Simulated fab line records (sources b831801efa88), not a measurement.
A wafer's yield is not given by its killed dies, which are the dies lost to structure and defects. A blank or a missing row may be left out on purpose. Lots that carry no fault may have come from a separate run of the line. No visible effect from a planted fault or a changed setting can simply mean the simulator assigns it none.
Matching of chambers || flow gf180mcu || cmp-02 running GF_V2_CMP_04: 4 sister chambers
The step polishes SiO2. 4 wafers are shown with their chamber, then 12 later ones without.

== WAFERS PAIRED WITH THEIR CHAMBERS ==
{"wafer": "L087.1", "chamber": 3, "motor-current-A (A)": 13.3}
{"wafer": "L087.4", "chamber": 0, "motor-current-A (A)": 12.2}
{"wafer": "L088.1", "chamber": 2, "motor-current-A (A)": 14.1}
{"wafer": "L088.6", "chamber": 1, "motor-current-A (A)": 10.6}

== WAFERS WITH NO CHAMBER GIVEN ==
{"wafer": "L090.1", "motor-current-A (A)": 11.6}
{"wafer": "L090.3", "motor-current-A (A)": 13.8}
{"wafer": "L090.6", "motor-current-A (A)": 12.8}
{"wafer": "L091.1", "motor-current-A (A)": 12.6}
{"wafer": "L091.2", "motor-current-A (A)": 14.5}
{"wafer": "L091.4", "motor-current-A (A)": 11.2}
{"wafer": "L091.3", "motor-current-A (A)": 11.2}
{"wafer": "L091.5", "motor-current-A (A)": 10.8}
{"wafer": "L091.6", "motor-current-A (A)": 13.1}
{"wafer": "L095.2", "motor-current-A (A)": 11.2}
{"wafer": "L095.4", "motor-current-A (A)": 11.2}
{"wafer": "L095.6", "motor-current-A (A)": 10.5}

== CHAMBER TAKEN BY EACH ==
{"wafer": "L090.1", "from the rows above": "can't be placed: 0 or 1", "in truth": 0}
{"wafer": "L090.3", "from the rows above": "can't be placed: 2 or 3", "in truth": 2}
{"wafer": "L090.6", "from the rows above": "can't be placed: 3 or 0 or 2", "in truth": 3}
{"wafer": "L091.1", "from the rows above": "can't be placed: 0 or 3", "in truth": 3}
{"wafer": "L091.2", "from the rows above": "can't be placed: 2 or 3", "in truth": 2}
{"wafer": "L091.4", "from the rows above": "can't be placed: 1 or 0", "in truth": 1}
{"wafer": "L091.3", "from the rows above": "can't be placed: 1 or 0", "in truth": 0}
{"wafer": "L091.5", "from the rows above": 1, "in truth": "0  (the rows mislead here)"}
{"wafer": "L091.6", "from the rows above": "can't be placed: 3 or 0 or 2", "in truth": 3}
{"wafer": "L095.2", "from the rows above": "can't be placed: 1 or 0", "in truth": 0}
{"wafer": "L095.4", "from the rows above": "can't be placed: 1 or 0", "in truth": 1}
{"wafer": "L095.6", "from the rows above": 1, "in truth": 1}
Correctly placed: 1 of 12. These rows do not allow placing 10 (true chamber among the candidates in 10). Placed wrongly: 1.
How it was worked out, from the rows above alone: a wafer's distance from a chamber is the root of the sum, over the readings, of the square of ((its reading less the chamber's mean) divided by the reading's scatter). The wafer belongs to the nearest chamber; if the next one is less than 2 further off, it can't be placed. Each chamber's mean is taken over the wafers shown for it. The scatter: with one shown wafer a chamber, the root of the mean of the squares of how far each hidden wafer lies from its nearest shown one.
